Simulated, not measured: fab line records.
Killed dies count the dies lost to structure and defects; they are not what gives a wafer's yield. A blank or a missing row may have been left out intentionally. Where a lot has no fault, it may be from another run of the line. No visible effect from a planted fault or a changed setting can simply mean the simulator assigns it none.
Comparing a struck lot with a sound one    flow sky130    44 out of 708 route steps
Sound: these wafers, L997.3, L997.4, L997.5. Struck: wafers L104.4, L104.6. (L104.3 of the same lot was not struck and is left out.) The cause comes at the end.
At each step with rows: each side's tool, then ch and its chambers, then its first start. Under that, the readings that differ: sound wafers    struck wafers    difference of the means    sigmas: that difference in standard deviations of wafers without a fault.
alike: a reading whose means differ by less than 2 such deviations, as well as words and numbers matching on both sides. not compared: withheld readings; readings where some wafer has no value; bounds like >300 that might hide an equal value; numbers whose values overlap and for which the record gives no deviation.
Wherever a step has rows on one side only, a row that says differs or no value, or a row with sigmas, the two part there. Non-overlapping numbers with no deviation appear without sigmas and do not part them. Lack of a reading on every wafer of one side parts them only where that side has two or more wafers.

first, 7 steps without rows for these wafers: SKY_VIA3_ETCH_15 (etches SiO2 in C4F8/O2/Ar, stops on TiN, target depth 507 nm, time 78 s); SKY_VIA3_STRIP_16 (strips in O2/N2); SKY_VIA3_STRIP_17 (strips in post etch residue remover, time 1200 s); SKY_VIA3_CLEAN_18 (cleans in IPA, time 180 s); SKY_VIA3_CLEAN_19 (cleans in O3/DIW); SKY_VIA3_SPUTTER_20 (material TiN, target thk 20 nm, time 80 s); SKY_VIA3_CVD_21 (deposits W, target thk 390 nm, time 117.31 s).
SKY_VIA3_RS_MEAS_22: a four-point-probe measurement.
  sound on film-metro-01, day 42 11:59; struck on film-metro-04, day 44 12:30
  alike: VIA3_W_RS
SKY_VIA3_THK_MEAS_23: measures by xrf.
  sound on film-metro-01, day 42 12:05; struck on film-metro-04, day 44 12:36
  alike: VIA3_W_THK
SKY_VIA3_CMP_24: polishes, stops on SiO2, t overpolish 20 s, target thk 0 nm.
  sound on cmp-02 ch 0,1, day 42 12:07; struck on cmp-01 ch 0, day 44 12:38
  alike: motor-current-A, overpolish-run-s, platen-rpm, retaining-ring-pressure-frac, time-to-endpoint-s
then, 2 steps without rows for these wafers: SKY_METAL4_SPUTTER_00 (material Ti, target thk 15 nm, time 10.35 s); SKY_METAL4_SPUTTER_01 (material TiN, target thk 20 nm, time 16.7 s).
SKY_METAL4_SPUTTER_02: material AlCu, target thk 735 nm, time 39.1 s.
  sound on pvd-sputter-03, day 42 12:28; struck on pvd-sputter-02, day 44 12:59
reading                   sound                 struck         difference  sigmas
chamber-pressure-pa (Pa)  0.3992 0.4008 0.4001  0.4384 0.4382  +0.0383     +50
  alike: cathode-dc-power-W, throttle-valve-pct
  not compared: model.AlCu_of_METAL4_SPUTTER_02.thk-nm
SKY_METAL4_SPUTTER_03: material Ti, target thk 5 nm, time 3.3 s.
  sound on pvd-sputter-03, day 42 12:31; struck on pvd-sputter-02, day 44 13:02
reading                 sound                 struck         difference  sigmas
cathode-dc-power-W (W)  3000.6 3001.3 3001.1  2999.8 2999.8  -1.2        -2
  alike: chamber-pressure-pa, throttle-valve-pct
SKY_METAL4_SPUTTER_04: material TiN, target thk 70 nm, time 58.3 s.
  sound on pvd-sputter-03, day 42 12:32; struck on pvd-sputter-02, day 44 13:03
  alike: cathode-dc-power-W, chamber-pressure-pa, throttle-valve-pct
SKY_CAP2M_CVD_00: deposits SiO2, target thk 15.5 nm.
  sound on pecvd-01 ch 0,2, day 42 12:35; struck on pecvd-03 ch 0,1, day 44 13:06
  alike: heater-power-w
SKY_CAP2M_THK_MEAS_01:
  sound on film-metro-02, day 42 12:37; struck on film-metro-04, day 44 13:08
  alike: CAP2M_CVD_00_THK
then, 1 step without rows for these wafers: SKY_CAP2M_SPUTTER_02 (material TiN, target thk 200 nm, time 166.7 s).
SKY_CAP2M_RS_MEAS_03: a four-point-probe measurement.
  sound on film-metro-01, day 42 12:49; struck on film-metro-02, day 44 13:20
  alike: CAP2M_TIN_RS
SKY_CAP2M_THK_MEAS_04: measures by xrf.
  sound on film-metro-01, day 42 12:55; struck on film-metro-02, day 44 13:26
  alike: CAP2M_TIN_THK
then, 7 steps without rows for these wafers: SKY_CAP2M_DEHYDRATE_05 (time 60 s); SKY_CAP2M_HMDS_06 (prime time 60 s); SKY_CAP2M_COAT_07 (resist thk 1140 nm); SKY_CAP2M_SOFTBAKE_08 (time 60 s); SKY_CAP2M_EXPOSE_09 (exposes mask CAP2M, target cd 1000 nm); SKY_CAP2M_PEB_10; SKY_CAP2M_DEVELOP_11 (develop time 60 s).
SKY_CAP2M_OVL_MEAS_12:
  sound on overlay-02, day 43 12:05; struck on overlay-01, day 45 10:23
  alike: CAP2M_OVL
SKY_CAP2M_METAL_ETCH_13: etches TiN in Cl2/BCl3, stops on SiO2, target depth 220 nm, time 62.9 s.
  sound on rie-metal-02 ch 0,1, day 43 12:08; struck on rie-metal-02 ch 1, day 45 10:26
  alike: drypump-motor-current-A, oes-product-au, throttle-valve-pct
  not compared: rf-hours-counter-h
then, 12 steps without rows for these wafers: SKY_CAP2M_STRIP_14 (strips in O2/N2); SKY_CAP2M_STRIP_15 (strips in post etch residue remover, time 1200 s); SKY_CAP2M_CLEAN_16 (cleans in IPA, time 180 s); SKY_CAP2M_CLEAN_17 (cleans in O3/DIW); SKY_METAL4_DEHYDRATE_05 (time 60 s); SKY_METAL4_HMDS_06 (prime time 60 s); SKY_METAL4_COAT_07 (resist thk 60 nm); SKY_METAL4_COAT_08 (resist thk 1140 nm); SKY_METAL4_SOFTBAKE_09 (time 90 s); SKY_METAL4_EXPOSE_10 (exposes mask MM4, target cd 300 nm); SKY_METAL4_PEB_11; SKY_METAL4_DEVELOP_12 (develop time 60 s).
SKY_METAL4_CD_MEAS_13 targets a cd of 300 nm.
  sound on cd-sem-01, day 44 11:04; struck on cd-sem-02, day 46 08:37
  alike: cd-nm
SKY_METAL4_METAL_ETCH_18: etches the open film in Cl2/BCl3, stops on SiO2, target depth 845 nm, time 183.1 s.
  sound on rie-metal-03 ch 0,1, day 44 11:23; struck on rie-metal-03 ch 0,1, day 46 08:56
  alike: drypump-motor-current-A, oes-product-au, throttle-valve-pct
  not compared: rf-hours-counter-h, model.METAL4.feature-depth-nm, model.etch.depth-nm
-- the record jumps here: 3 days lie between the struck wafers' starts before and after (it left off in module METAL4 and takes up again in module PAD_OPEN, whose first step shown is number 708 of the route) --
SKY_PAD_OPEN_PROBE_99:
  sound on prober-01, day 48 04:11; struck on prober-02, day 49 19:52
reading          sound  struck  difference  sigmas
killed-at-other  1 1 3  0 0     -2          -3
  alike: defect-limited-yield, killed_at_M0_to_M3, killed_at_M4_up, killed-at-contacts, killed-at-front-end, killed-dies, killed-open, killed-short, sort_bin_3_pad_short, sort_bin_5_function, sort_bin_6_memory, sort-n-pass, sort-yield-pct

WHERE THEY PART
At SKY_METAL4_SPUTTER_02 first; at SKY_PAD_OPEN_PROBE_99 last (within this record only).

WHY: what had been put in by the simulator
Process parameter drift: pvd-sputter-02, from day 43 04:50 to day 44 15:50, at SKY_METAL4_SPUTTER_02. From 0.4, the setting chamber-pressure-pa moved by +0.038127. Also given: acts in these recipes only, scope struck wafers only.
